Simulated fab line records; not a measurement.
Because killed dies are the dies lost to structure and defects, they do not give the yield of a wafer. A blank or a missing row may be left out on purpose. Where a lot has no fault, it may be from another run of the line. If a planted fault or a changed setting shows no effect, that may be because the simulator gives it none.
What tool caused it?    flow sky130    24 lots with 72 wafers sampled at 6 steps, on a route of 708 steps

WHAT THE GAUGES READ, wafer by wafer
SKY_FIELD_ISO_THK_MEAS_25.
lot   measured     on             FIELD_ISO_CVD_24_THK (nm)
L074  day 2 09:27  film metro-01  595 590 602
L075  day 2 12:58  film metro-02  588 603 589
L076  day 2 20:01  film metro-02  584 584 586
L077  day 3 01:46  film metro-04  603 602 598
L078  day 3 07:03  film metro-01  614 613 606
L079  day 3 11:35  film metro-01  602 594 598
L080  day 3 15:59  film metro-04  584 593 593
L081  day 3 21:32  film metro-01  586 587 587
L082  day 4 02:15  film metro-04  595 597 592
L083  day 4 06:36  film metro-01  578 582 576
L084  day 4 11:36  film metro-04  599 591 591
L085  day 4 19:52  film metro-01  589 591 586
L086  day 4 23:47  film metro-04  592 603 590
L087  day 5 02:40  film metro-01  590 591 586
L088  day 5 08:21  film metro-02  590 581 582
L089  day 5 14:53  film metro-01  587 584 583
L090  day 5 20:50  film metro-01  595 593 593
L091  day 5 23:35  film metro-02  593 604 605
L092  day 6 07:01  film metro-01  591 587 593
L093  day 6 09:44  film metro-04  584 599 597
L094  day 6 15:33  film metro-02  601 605 600
L095  day 6 21:00  film metro-04  590 595 591
L096  day 7 04:46  film metro-04  590 587 587
L097  day 7 11:33  film metro-01  589 598 595

SKY_PWDE_TW_MEAS_10.
lot   measured     on             PWDE_TW
L074  day 4 02:01  film metro-03  374 373 374
L075  day 4 04:04  film metro-03  373 375 373
L076  day 4 13:19  film metro-03  373 376 375
L077  day 4 18:31  film metro-02  368 369 367
L078  day 4 22:31  film metro-02  370 369 371
L079  day 5 04:00  film metro-04  374 373 375
L080  day 5 08:50  film metro-02  367 366 369
L081  day 5 13:03  film metro-02  365 370 365
L082  day 5 18:19  film metro-03  377 377 379
L083  day 5 23:03  film metro-03  377 376 378
L084  day 6 04:31  film metro-03  375 373 371
L085  day 6 14:30  film metro-02  367 366 370
L086  day 6 16:39  film metro-02  367 368 366
L087  day 6 21:13  film metro-02  368 368 370
L088  day 7 04:07  film metro-03  373 373 374
L089  day 7 10:19  film metro-04  375 373 373
L090  day 7 16:36  film metro-03  374 372 376
L091  day 8 00:00  film metro-04  376 377 373
L092  day 8 05:38  film metro-02  368 366 368
L093  day 8 07:55  film metro-02  368 367 366
L094  day 8 14:27  film metro-04  373 375 375
L095  day 8 19:58  film metro-04  376 377 375
L096  day 9 04:06  film metro-03  370 373 373
L097  day 9 11:37  film metro-02  371 369 371

SKY_LDD_HVP_TW_MEAS_10.
lot   measured      on             LDD_HVP_TW
L074  day 22 10:49  film metro-03  457 458 459
L075  day 22 15:17  film metro-02  452 454 453
L076  day 23 05:44  film metro-01  455 457 456
L077  day 23 15:56  film metro-02  451 453 450
L078  day 23 21:55  film metro-03  456 456 458
L079  day 24 06:28  film metro-03  456 455 454
L080  day 24 13:58  film metro-02  451 450 452
L081  day 25 01:33  film metro-02  449 451 449
L082  day 25 10:49  film metro-02  451 450 451
L083  day 25 14:30  film metro-03  457 456 458
L084  day 25 23:29  film metro-03  463 459 459
L085  day 26 11:39  film metro-03  460 457 459
L086  day 26 12:33  film metro-02  450 453 452
L087  day 27 07:06  film metro-01  458 457 458
L088  day 27 10:22  film metro-02  452 451 454
L089  day 27 14:43  film metro-03  452 452 451
L090  day 27 22:26  film metro-03  454 453 450
L091  day 28 09:56  film metro-01  459 458 457
L092  day 28 21:55  film metro-03  454 455 453
L093  day 29 00:54  film metro-01  455 455 456
L094  day 29 03:57  film metro-01  459 456 457
L095  day 29 10:41  film metro-03  454 454 453
L096  day 30 00:13  film metro-02  452 451 453
L097  day 30 08:38  film metro-03  454 455 454

EACH LOT AND THE TOOL THAT RAN IT (in order: tool; ch and the chambers of the sampled wafers; start)
lot   SKY_NWELL_STRIP_14                    SKY_GATE_OXIDE_STRIP_13               SKY_LDD_HVP_STRIP_09
L074  plasma asher-02 ch 0,1, day 4 20:18   plasma asher-01 ch 0,1, day 14 13:42  plasma asher-03 ch 0,1, day 22 10:42
L075  plasma asher-02 ch 0,1, day 4 20:59   plasma asher-01 ch 0,1, day 14 17:52  plasma asher-03 ch 0,1, day 22 15:13
L076  plasma asher-02 ch 0,1, day 5 06:50   plasma asher-03 ch 0,1, day 15 05:38  plasma asher-04 ch 0,1, day 23 05:40
L077  plasma asher-03 ch 0,1, day 5 12:22   plasma asher-03 ch 0,1, day 15 15:52  plasma asher-01 ch 1, day 23 15:49
L078  plasma asher-02 ch 0,1, day 5 16:49   plasma asher-02 ch 0,1, day 15 22:37  plasma asher-01 ch 0,1, day 23 21:50
L079  plasma asher-02 ch 0,1, day 5 22:22   plasma asher-03 ch 0,1, day 16 07:52  plasma asher-04 ch 0,1, day 24 06:22
L080  plasma asher-02 ch 0,1, day 6 02:47   plasma asher-02 ch 0,1, day 16 12:05  plasma asher-03 ch 0,1, day 24 13:53
L081  plasma asher-02 ch 0,1, day 6 08:03   plasma asher-02 ch 1, day 16 22:39    plasma asher-04 ch 1, day 25 01:27
L082  plasma asher-03 ch 0,1, day 6 13:56   plasma asher-03 ch 0,1, day 17 09:17  plasma asher-04 ch 0,1, day 25 10:44
L083  plasma asher-04 ch 0,1, day 6 18:37   plasma asher-01 ch 0,1, day 17 14:39  plasma asher-01 ch 0,1, day 25 14:24
L084  plasma asher-04 ch 0,1, day 7 00:01   plasma asher-02 ch 0,1, day 17 21:01  plasma asher-03 ch 0,1, day 25 23:22
L085  plasma asher-03 ch 0,1, day 7 11:01   plasma asher-03 ch 0,1, day 18 11:02  plasma asher-04 ch 0,1, day 26 11:33
L086  plasma asher-02 ch 0,1, day 7 12:42   plasma asher-03 ch 0,1, day 18 11:40  plasma asher-03 ch 0,1, day 26 12:27
L087  plasma asher-04 ch 0,1, day 7 17:46   plasma asher-01 ch 0, day 18 22:28    plasma asher-01 ch 1, day 27 06:59
L088  plasma asher-04 ch 1, day 8 01:07     plasma asher-01 ch 0,1, day 19 10:16  plasma asher-01 ch 0,1, day 27 10:15
L089  plasma asher-03 ch 0,1, day 8 06:58   plasma asher-02 ch 1, day 19 17:26    plasma asher-01 ch 0,1, day 27 14:36
L090  plasma asher-02 ch 0,1, day 8 13:55   plasma asher-01 ch 1, day 20 02:41    plasma asher-03 ch 0,1, day 27 22:20
L091  plasma asher-03 ch 0,1, day 8 21:27   plasma asher-02 ch 0,1, day 20 14:01  plasma asher-04 ch 0,1, day 28 09:50
L092  plasma asher-02 ch 0,1, day 9 03:59   plasma asher-02 ch 0,1, day 21 00:23  plasma asher-04 ch 0,1, day 28 21:50
L093  plasma asher-03 ch 1, day 9 05:40     plasma asher-01 ch 0,1, day 21 02:44  plasma asher-01 ch 0,1, day 29 00:47
L094  plasma asher-04 ch 0,1, day 9 13:04   plasma asher-02 ch 0,1, day 21 09:43  plasma asher-03 ch 0,1, day 29 03:51
L095  plasma asher-03 ch 0,1, day 9 18:54   plasma asher-03 ch 0, day 21 17:37    plasma asher-04 ch 0,1, day 29 10:35
L096  plasma asher-02 ch 0, day 10 03:33    plasma asher-03 ch 0,1, day 22 06:04  plasma asher-03 ch 0,1, day 30 00:07
L097  plasma asher-03 ch 0,1, day 10 11:36  plasma asher-01 ch 0,1, day 22 14:58  plasma asher-04 ch 0,1, day 30 08:31
- SKY_NWELL_STRIP_14: strips in O2/N2.
- SKY_GATE_OXIDE_STRIP_13: strips in O2/N2.
- SKY_LDD_HVP_STRIP_09: strips in O2/N2.

WHAT THE TOOLS THEMSELVES READ (means of the sampled wafers that have a number; where no wafer has one, the mark that the record gives instead)
SKY_NWELL_STRIP_14.
lot   tool             drypump motor current A (A)  oes product au (a.u.)  strip time to endpoint s (s)
L074  plasma asher-02  5.8                          0.721                  36.89
L075  plasma asher-02  5.8                          0.719                  36.82
L076  plasma asher-02  5.9                          0.723                  36.77
L077  plasma asher-03  5.4                          0.724                  36.86
L078  plasma asher-02  5.9                          0.721                  36.97
L079  plasma asher-02  5.8                          0.727                  36.91
L080  plasma asher-02  5.8                          0.723                  36.90
L081  plasma asher-02  5.9                          0.719                  36.89
L082  plasma asher-03  5.5                          0.724                  36.79
L083  plasma asher-04  5.4                          0.729                  37.04
L084  plasma asher-04  5.6                          0.725                  36.82
L085  plasma asher-03  5.4                          0.723                  36.99
L086  plasma asher-02  5.9                          0.722                  36.95
L087  plasma asher-04  5.4                          0.726                  36.82
L088  plasma asher-04  5.9                          0.718                  36.98
L089  plasma asher-03  5.5                          0.725                  36.82
L090  plasma asher-02  5.9                          0.718                  36.97
L091  plasma asher-03  5.4                          0.721                  36.81
L092  plasma asher-02  5.8                          0.723                  36.80
L093  plasma asher-03  5.6                          0.720                  36.84
L094  plasma asher-04  5.7                          0.720                  36.79
L095  plasma asher-03  5.4                          0.727                  36.97
L096  plasma asher-02  6.1                          0.724                  36.90
L097  plasma asher-03  5.5                          0.721                  36.88

SKY_GATE_OXIDE_STRIP_13.
lot   tool             drypump motor current A (A)  oes product au (a.u.)  strip time to endpoint s (s)
L074  plasma asher-01  5.92                         0.721                  14.12
L075  plasma asher-01  5.93                         0.719                  14.14
L076  plasma asher-03  5.40                         0.716                  14.19
L077  plasma asher-03  5.40                         0.714                  14.17
L078  plasma asher-02  5.77                         0.714                  14.10
L079  plasma asher-03  5.41                         0.716                  14.20
L080  plasma asher-02  5.77                         0.715                  14.17
L081  plasma asher-02  5.60                         0.719                  14.16
L082  plasma asher-03  5.43                         0.715                  14.20
L083  plasma asher-01  5.84                         0.717                  14.17
L084  plasma asher-02  5.76                         0.722                  14.17
L085  plasma asher-03  5.52                         0.717                  14.20
L086  plasma asher-03  5.40                         0.717                  14.16
L087  plasma asher-01  5.99                         0.715                  14.18
L088  plasma asher-01  5.85                         0.714                  14.20
L089  plasma asher-02  5.61                         0.714                  14.22
L090  plasma asher-01  5.82                         0.716                  14.13
L091  plasma asher-02  5.76                         0.714                  14.16
L092  plasma asher-02  5.76                         0.716                  14.20
L093  plasma asher-01  5.92                         0.714                  14.17
L094  plasma asher-02  5.79                         0.716                  14.19
L095  plasma asher-03  5.31                         0.717                  14.15
L096  plasma asher-03  5.50                         0.720                  14.17
L097  plasma asher-01  5.86                         0.718                  14.13

SKY_LDD_HVP_STRIP_09.
lot   tool             drypump motor current A (A)  oes product au (a.u.)  strip time to endpoint s (s)
L074  plasma asher-03  5.41                         0.411                  4.125
L075  plasma asher-03  5.40                         0.413                  4.158
L076  plasma asher-04  5.63                         0.407                  4.130
L077  plasma asher-01  5.78                         0.406                  4.121
L078  plasma asher-01  5.85                         0.416                  4.154
L079  plasma asher-04  5.61                         0.405                  4.125
L080  plasma asher-03  5.51                         0.408                  4.131
L081  plasma asher-04  5.87                         0.406                  4.129
L082  plasma asher-04  5.39                         0.409                  4.137
L083  plasma asher-01  5.86                         0.409                  4.143
L084  plasma asher-03  5.52                         0.410                  4.143
L085  plasma asher-04  5.39                         0.408                  4.147
L086  plasma asher-03  5.51                         0.409                  4.148
L087  plasma asher-01  5.80                         0.410                  4.150
L088  plasma asher-01  5.86                         0.412                  4.132
L089  plasma asher-01  5.92                         0.408                  4.137
L090  plasma asher-03  5.52                         0.410                  4.135
L091  plasma asher-04  5.42                         0.404                  4.153
L092  plasma asher-04  5.63                         0.411                  4.144
L093  plasma asher-01  5.92                         0.408                  4.164
L094  plasma asher-03  5.52                         0.407                  4.130
L095  plasma asher-04  5.62                         0.406                  4.124
L096  plasma asher-03  5.43                         0.408                  4.150
L097  plasma asher-04  5.64                         0.406                  4.128

THE ANSWER, worked out from the rows above alone
Rule: what is usual is taken from the lots themselves. The widest of any qualifying gaps counts: lots, ordered by their means at a reading, are off when they make up no more than a third of the lots, leave a main group of 4 or more, and stand apart from it by 3 or more times the standard deviation of that group's means. The tables above print the reading to a certain number of digits; a main group whose means all agree to those digits is not used. Also off: a lot with no number at a reading for which 4 or more lots have one. All remaining lots with rows at the step are treated as sound. Order of review: gauges by route order, followed by the tools' own readings, for which a lot's mean as printed above is used. At the first step where some lot is off, the reading lying furthest off is the one used; lots without a number count as furthest.
No lot is off on any of the readings shown, so nothing can be concluded from this.

WHAT WAS PUT IN BY THE SIMULATOR
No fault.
